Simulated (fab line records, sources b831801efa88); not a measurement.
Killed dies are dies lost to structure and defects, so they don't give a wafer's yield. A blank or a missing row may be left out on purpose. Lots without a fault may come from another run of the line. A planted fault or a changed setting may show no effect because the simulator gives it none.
A struck lot beside a sound one | flow sky130 | 16 steps out of a route of 708
Sound: wafers L506.1, L506.2, L506.3. Struck: wafers L525.2, L525.5. (L525.3 of the same lot was not struck and is left out.) The cause comes at the end.
At each step with rows: each side's tool, then ch and its chambers, then its first start. Under that, the readings that differ: sound wafers | struck wafers | difference of the means | sigmas: that difference in standard deviations of wafers without a fault.
alike: readings whose means differ by less than 2 such deviations, and words and numbers that are the same on both sides. not compared: withheld readings, readings that some wafer has no value for, bounds like >300 that may hide the same value, and numbers for which the record gives no deviation and whose values overlap.
The two part at a step that has a row with sigmas, a row that says differs or no value, or rows on one side only. Numbers that don't overlap but have no deviation are shown without sigmas and don't part them. A reading that every wafer of one side lacks parts them only if that side has two wafers or more.

first, 2 steps without rows for these wafers: SKY_METAL5_HMDS_08 (prime time 60 s); SKY_METAL5_COAT_09 (resist thk 1800 nm).
SKY_METAL5_SOFTBAKE_10: time 61.79 s.
  sound on litho_track-01 ch 0, day 43 06:55; struck on litho_track-04 ch 0, day 48 07:59
  alike: plate_sensor_t_centre_C, plate_sensor_t_edge_C, resist_line_temp_C
then, 3 steps without rows for these wafers: SKY_METAL5_EXPOSE_11 (exposes mask MM5, target cd 1600 nm); SKY_METAL5_PEB_12; SKY_METAL5_DEVELOP_13 (develop time 60 s).
SKY_METAL5_DESCUM_14: chemistry O2, time 11 s.
  sound on rie_metal-01 ch 0,1, day 43 18:25; struck on rie_metal-02 ch 0,1, day 48 16:44
  reading                     | sound             | struck      | difference | sigmas
  drypump_motor_current_A (A) | 6.4 6.4 6.4       | 5.2 5.0     | -1.3       | -2
  oes_product_au (a.u.)       | 1.021 1.012 1.014 | 0.984 0.994 | -0.027     | -3
  not compared: rf_hours_counter_h
SKY_METAL5_METAL_ETCH_15: etches the open film in Cl2/BCl3, stops on SiO2, target depth 1260 nm, time 252 s.
  sound on rie_metal-01 ch 0,1, day 43 18:26; struck on rie_metal-02 ch 0,1, day 48 16:47
  reading                     | sound       | struck  | difference | sigmas
  drypump_motor_current_A (A) | 6.4 6.5 6.4 | 5.2 5.0 | -1.3       | -2
  alike: oes_product_au, throttle_valve_pct
  not compared: rf_hours_counter_h
SKY_METAL5_STRIP_16: strips in O2/N2.
  sound on plasma_asher-03 ch 0,1, day 43 18:41; struck on plasma_asher-04 ch 0, day 48 17:01
  alike: drypump_motor_current_A, oes_product_au, strip_time_to_endpoint_s
  not compared: rf_hours_counter_h
then, 3 steps without rows for these wafers: SKY_METAL5_STRIP_17 (strips in post etch residue remover, time 1200 s); SKY_METAL5_CLEAN_18 (cleans in IPA, time 180 s); SKY_METAL5_CLEAN_19 (cleans in O3/DIW).
SKY_PASSIVATION_CVD_00: deposits SiO2, target thk 90 nm.
  sound on pecvd-03 ch 0,2, day 43 19:21; struck on pecvd-03 ch 2, day 48 17:39
  alike: heater_power_w, susceptor_temp_C
SKY_PASSIVATION_THK_MEAS_01:
  sound on film_metro-03, day 43 19:23; struck on film_metro-03, day 48 17:55
  reading                     | sound          | struck    | difference | sigmas
  PASSIVATION_CVD_00_THK (nm) | 89.2 87.9 90.4 | 80.4 80.8 | -8.6       | -7
  not compared: hold
SKY_PASSIVATION_CVD_02: deposits Si3N4, target thk 540 nm.
  sound on pecvd-03 ch 0,2, day 43 19:27; struck on pecvd-02 ch 0,1, day 48 22:49
  reading | sound | struck                                            | difference                   | sigmas
  hold    | - - - | await_dispo/4.8h/release await_dispo/4.8h/release | no value on the sound wafers |
  alike: heater_power_w, susceptor_temp_C
SKY_PAD_OPEN_PROBE_99:
  the record has rows for the struck wafers here (prober-01, day 50 07:20) and none for the sound ones

WHERE THEY PART
First at SKY_METAL5_DESCUM_14; last, within this record, at SKY_PAD_OPEN_PROBE_99.

WHY: what the simulator had put in
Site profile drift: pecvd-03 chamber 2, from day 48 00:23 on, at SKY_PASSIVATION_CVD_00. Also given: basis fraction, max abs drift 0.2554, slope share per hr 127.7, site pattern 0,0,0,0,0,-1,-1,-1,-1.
